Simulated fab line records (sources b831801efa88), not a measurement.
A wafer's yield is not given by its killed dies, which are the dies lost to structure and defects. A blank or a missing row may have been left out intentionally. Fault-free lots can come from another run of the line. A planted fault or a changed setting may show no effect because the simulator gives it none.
What tool caused it? + flow gf180mcu + 11 lots, 33 wafers sampled, at 4 steps of a route of 602

## WHAT EACH GAUGE READ, for each wafer
GF_V2_RS_MEAS_24: a four-point-probe measurement.
| lot  | measured     | on           | V2_W_RS (ohm/sq)  |
|------|--------------|--------------|-------------------|
| L468 | day 20 12:45 | filmMetro-02 | 0.323 0.323 0.322 |
| L469 | day 20 22:03 | filmMetro-01 | 0.321 0.320 0.324 |
| L475 | day 22 22:58 | filmMetro-02 | 0.329 0.327 0.308 |
| L476 | day 23 09:13 | filmMetro-03 | 0.320 0.324 0.309 |
| L482 | day 25 05:46 | filmMetro-02 | 0.326 0.326 0.323 |
| L483 | day 25 15:23 | filmMetro-02 | 0.327 0.327 0.328 |
| L484 | day 25 23:59 | filmMetro-01 | 0.320 0.322 0.326 |
| L485 | day 26 06:03 | filmMetro-01 | 0.319 0.320 0.324 |
| L486 | day 26 09:32 | filmMetro-03 | 0.327 0.326 0.322 |
| L487 | day 27 00:04 | filmMetro-01 | 0.326 0.326 0.326 |
| L488 | day 27 02:37 | filmMetro-01 | 0.327 0.327 0.324 |

GF_V2_THK_MEAS_25: measures by xrf.
| lot  | measured     | on           | V2_W_THK (nm) |
|------|--------------|--------------|---------------|
| L468 | day 20 12:52 | filmMetro-02 | 362 361 363   |
| L469 | day 20 22:10 | filmMetro-01 | 372 376 371   |
| L475 | day 22 23:05 | filmMetro-02 | 361 366 387   |
| L476 | day 23 09:18 | filmMetro-03 | 370 366 385   |
| L482 | day 25 05:53 | filmMetro-02 | 359 361 365   |
| L483 | day 25 15:30 | filmMetro-02 | 360 361 359   |
| L484 | day 26 00:07 | filmMetro-01 | 372 368 367   |
| L485 | day 26 06:10 | filmMetro-01 | 372 375 366   |
| L486 | day 26 09:38 | filmMetro-03 | 363 365 368   |
| L487 | day 27 00:11 | filmMetro-01 | 366 366 368   |
| L488 | day 27 02:44 | filmMetro-01 | 366 366 369   |

## EACH LOT AND THE TOOL THAT RAN IT (in order: tool; ch and the chambers of the sampled wafers; start)
| lot  | GF_V2_ETCH_17                                | GF_V2_CVD_23                 |
|------|----------------------------------------------|------------------------------|
| L468 | rieDiel-04 ch 1,2, day 20 12:37 or earlier   | cvdW-01 ch 0,1, day 20 12:37 |
| L469 | rieDiel-02 ch 0,1,3, day 20 21:55 or earlier | cvdW-01 ch 0,1, day 20 21:55 |
| L475 | rieDiel-03 ch 2,3, day 22 22:52 or earlier   | cvdW-01 ch 0,1, day 22 22:52 |
| L476 | rieDiel-02 ch 1,2,3, day 23 09:04 or earlier | cvdW-01 ch 0,1, day 23 09:04 |
| L482 | rieDiel-04 ch 2,3, day 25 05:40 or earlier   | cvdW-02 ch 0,1, day 25 05:40 |
| L483 | rieDiel-04 ch 1,2, day 25 15:16 or earlier   | cvdW-02 ch 0,1, day 25 15:16 |
| L484 | rieDiel-02 ch 0,3, day 25 23:53 or earlier   | cvdW-01 ch 0,1, day 25 23:53 |
| L485 | rieDiel-04 ch 0,1,2, day 26 05:56 or earlier | cvdW-01 ch 0,1, day 26 05:56 |
| L486 | rieDiel-02 ch 0,1,2, day 26 09:24 or earlier | cvdW-01 ch 0,1, day 26 09:24 |
| L487 | rieDiel-04 ch 0,2,3, day 26 23:58 or earlier | cvdW-02 ch 0,1, day 26 23:58 |
| L488 | rieDiel-03 ch 1,3, day 27 02:29 or earlier   | cvdW-01 ch 0,1, day 27 02:29 |
- GF_V2_ETCH_17: etches SiO2 in C4F8/O2/Ar, stops on TiN, target depth 630 nm.
- GF_V2_CVD_23: deposits W, target thk 350 nm, time 104.94 s.

## AS READ BY THE TOOLS THEMSELVES (means over the sampled wafers that have a number; for cases with no such wafer, the mark the record gives instead)
GF_V2_ETCH_17.
| lot  | tool       | chamberPressureMTorr (mTorr) | oesProductAu (a.u.) |
|------|------------|------------------------------|---------------------|
| L468 | rieDiel-04 | 40.04                        | 0.854               |
| L469 | rieDiel-02 | 40.01                        | 0.857               |
| L475 | rieDiel-03 | 40.03                        | 0.852               |
| L476 | rieDiel-02 | 39.98                        | 0.855               |
| L482 | rieDiel-04 | 40.01                        | 0.857               |
| L483 | rieDiel-04 | 40.02                        | 0.856               |
| L484 | rieDiel-02 | 40.00                        | 0.855               |
| L485 | rieDiel-04 | 39.98                        | 0.850               |
| L486 | rieDiel-02 | 39.99                        | 0.853               |
| L487 | rieDiel-04 | 40.05                        | 0.859               |
| L488 | rieDiel-03 | 40.04                        | 0.852               |

GF_V2_CVD_23.
| lot  | tool    | chamberPressureTorr (Torr) | heaterPowerW (W) |
|------|---------|----------------------------|------------------|
| L468 | cvdW-01 | 40.04                      | 691              |
| L469 | cvdW-01 | 39.96                      | 685              |
| L475 | cvdW-01 | 41.44                      | 699              |
| L476 | cvdW-01 | 41.34                      | 682              |
| L482 | cvdW-02 | 40.02                      | 807              |
| L483 | cvdW-02 | 40.00                      | 803              |
| L484 | cvdW-01 | 39.96                      | 709              |
| L485 | cvdW-01 | 40.03                      | 689              |
| L486 | cvdW-01 | 40.01                      | 694              |
| L487 | cvdW-02 | 40.01                      | 830              |
| L488 | cvdW-01 | 40.06                      | 699              |

## THE ANSWER, worked out from the rows above alone
Rule: usual is defined by the lots themselves. The widest of any qualifying gaps counts: lots, ordered by their means at a reading, are off when they make up no more than a third of the lots, leave a main group of 4 or more, and stand apart from it by 3 or more times the standard deviation of that group's means. A main group is skipped when, at the precision printed for the reading in the tables above, its means are all equal. Also off: a lot with no number at a reading for which 4 or more lots have one. Any other lot the step has rows for is counted as sound. The gauges are gone through in route order, then the tools' own readings, and for those a lot's mean is taken as printed above. At the first step where some lot is off, the reading lying furthest off is the one used; lots without a number count as furthest.
Off, at GF_V2_CVD_23 on chamberPressureTorr: L475, L476. The main group: mean 40.01 Torr, standard deviation 0.032.
If a tool, at that step or one of the process steps before it, ran each lot that is off and ran no sound lot following the first of them, it fits. Because GF_V2_ETCH_17 lacks a start for some lots, the hours and order of its lots are taken from GF_V2_CVD_23. Not one of the candidates tried fits.

## WHAT THE SIMULATOR HAD INSERTED
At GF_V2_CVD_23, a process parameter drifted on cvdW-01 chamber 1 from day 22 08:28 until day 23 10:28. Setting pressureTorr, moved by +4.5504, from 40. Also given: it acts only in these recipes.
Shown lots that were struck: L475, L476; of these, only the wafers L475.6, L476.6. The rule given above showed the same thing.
